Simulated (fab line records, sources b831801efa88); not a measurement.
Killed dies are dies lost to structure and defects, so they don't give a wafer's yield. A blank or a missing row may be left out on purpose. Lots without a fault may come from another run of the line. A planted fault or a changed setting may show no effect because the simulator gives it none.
Chamber matching | flow gf180mcu | GF_V4_CMP_04 on cmp-01: 4 sister chambers
The step polishes SiO2. 15 wafers are shown with their chamber, then 7 later ones without.

WAFERS WITH THEIR CHAMBER
wafer  | chamber | motor_current_A (A) | head_pressure_psi (psi) | time_to_endpoint_s (s)
L679.4 | 3       | 12.3                | 3.990                   | 88
L679.5 | 2       | 12.6                | 3.999                   | 85
L679.6 | 1       | 12.0                | 4.000                   | 92
L681.1 | 3       | 11.6                | 3.994                   | 78
L681.2 | 2       | 12.7                | 4.006                   | 80
L681.6 | 1       | 12.1                | 3.992                   | 76
L686.2 | 2       | 12.2                | 4.000                   | 78
L686.3 | 1       | 12.2                | 4.008                   | 82
L686.4 | 0       | 11.7                | 3.995                   | 88
L688.1 | 0       | 11.4                | 4.008                   | 75
L688.3 | 3       | 11.5                | 4.005                   | 73
L688.4 | 1       | 12.1                | 4.005                   | 83
L690.1 | 2       | 12.1                | 3.983                   | 72
L690.2 | 1       | 12.2                | 4.008                   | 78
L690.6 | 1       | 12.2                | 4.016                   | 82

SIGNATURES (means of the wafers above)
reading            | chamber 0 | chamber 1 | chamber 2 | chamber 3 | scatter within a chamber
motor_current_A    | 11.550    | 12.133    | 12.400    | 11.800    | 0.256
head_pressure_psi  | 4.00150   | 4.00483   | 3.99700   | 3.99633   | 0.00868
time_to_endpoint_s | 81.50     | 82.17     | 78.75     | 79.67     | 6.33
Rule: a wafer's distance from a chamber is the root of the sum, over the readings, of the square of ((its reading less the chamber's mean) divided by the reading's scatter). The wafer belongs to the nearest chamber; if the next one is less than 2 further off, it can't be placed. The scatter: the root of (the sum of the squares of (reading less its chamber's mean) over the shown wafers, divided by (wafers less chambers)).

WAFERS WITHOUT THEIR CHAMBER
wafer  | motor_current_A (A) | head_pressure_psi (psi) | time_to_endpoint_s (s)
L691.1 | 11.9                | 3.990                   | 77
L691.3 | 12.0                | 3.994                   | 83
L691.4 | 13.3                | 3.988                   | 81
L696.2 | 12.5                | 4.007                   | 77
L701.1 | 11.6                | 4.010                   | 84
L701.5 | 12.7                | 4.000                   | 83
L701.6 | 12.4                | 4.003                   | 84

WHICH CHAMBER EACH WENT THROUGH
wafer  | from the rows above               | in truth
L691.1 | can't be placed: 3 or 0 or 1 or 2 | 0
L691.3 | can't be placed: 3 or 1 or 2 or 0 | 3
L691.4 | can't be placed: 2 or 1           | 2
L696.2 | can't be placed: 2 or 1 or 3      | 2
L701.1 | can't be placed: 0 or 3 or 1      | 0
L701.5 | can't be placed: 2 or 1           | 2
L701.6 | can't be placed: 2 or 1 or 3      | 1
Placed correctly: 0 of 7. Can't be placed from these rows: 7 (the true chamber is among the candidates in 7). Placed wrongly: 0.
